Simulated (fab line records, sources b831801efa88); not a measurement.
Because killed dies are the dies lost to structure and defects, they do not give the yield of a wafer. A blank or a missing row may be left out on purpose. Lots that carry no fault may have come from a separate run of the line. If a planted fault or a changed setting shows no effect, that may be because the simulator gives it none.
A struck lot beside a sound one    flow sky130    14 out of 708 route steps
Sound: wafers L555.2, L555.3, L555.5. Wafers struck: L562.1, L562.3, L562.6. The cause is named last.
For every step that has rows: the tool of each side, followed by ch and its chambers, followed by its first start. Under that, the readings that differ: sound wafers    struck wafers    difference of the means    sigmas: that difference in standard deviations of wafers without a fault.
alike: same words and numbers on both sides, and readings whose means sit less than 2 such deviations apart. not compared: any withheld reading, any reading some wafer has no value for, any bound like >300 that may hide the same value, and any number with overlapping values for which the record gives no deviation.
A row with sigmas, a row that says differs or no value, or rows on one side alone: a step with any of these is where the two part. When numbers do not overlap yet have no deviation, they are printed without sigmas and do not part them. A reading that every wafer of one side lacks parts them only if that side has two wafers or more.

first, 1 step without rows for these wafers: SKY_GATE_OXIDE_WET_ETCH_12 (etches SiO2 in dHF, target depth 16.8 nm, time 336 s).
SKY_GATE_OXIDE_STRIP_13: strips in O2/N2.
  sound on plasma asher-04 ch 0,1, day 13 06:11; struck on plasma asher-02 ch 0,1, day 16 09:13
  alike: drypump motor current A, oes product au, strip time to endpoint s
  not compared: rf hours counter h
SKY_GATE_OXIDE_TW_MEAS_14:
  sound: film metro-02 at day 13 06:17; struck: film metro-02 at day 16 09:19
  alike: GATE_OXIDE_TW
then, 3 steps without rows for these wafers: SKY_GATE_OXIDE_CLEAN_15 (cleans in SC1/SC2, time 150 s); SKY_GATE_OXIDE_OXIDATION_16 (stabilise 600 s, purge 300 s, target thk 3.57 nm); SKY_POLY_GATE_CVD_00 (deposits poly-Si, target thk 180 nm, time 720 s).
SKY_POLY_GATE_THK_MEAS_01:
  sound: film metro-03 at day 13 10:25; struck: film metro-03 at day 16 13:41
  alike: POLY_GATE_CVD_00_THK
then, 5 steps without rows for these wafers: SKY_RES_PROTECT_DEHYDRATE_00 (time 60 s); SKY_RES_PROTECT_HMDS_01 (prime time 60 s); SKY_RES_PROTECT_COAT_02 (resist thk 1140 nm); SKY_RES_PROTECT_SOFTBAKE_03 (time 60 s); SKY_RES_PROTECT_EXPOSE_04 (exposes mask RPM, target cd 1270 nm).
SKY_RES_PROTECT_PEB_05:
  sound on litho track-03 ch 0, day 14 12:07; struck on litho track-02, day 17 15:32
reading          sound           struck  difference                     sigmas
exhaust pa (Pa)  44.7 44.2 43.9  - - -   no value on the struck wafers  
  not compared: chill plate temp C
then, 1 step without rows for these wafers: SKY_RES_PROTECT_DEVELOP_06 (develop time 60 s).

WHERE THEY PART
Only at SKY_RES_PROTECT_PEB_05, as far as this record shows.

WHY: the cause the simulator had injected
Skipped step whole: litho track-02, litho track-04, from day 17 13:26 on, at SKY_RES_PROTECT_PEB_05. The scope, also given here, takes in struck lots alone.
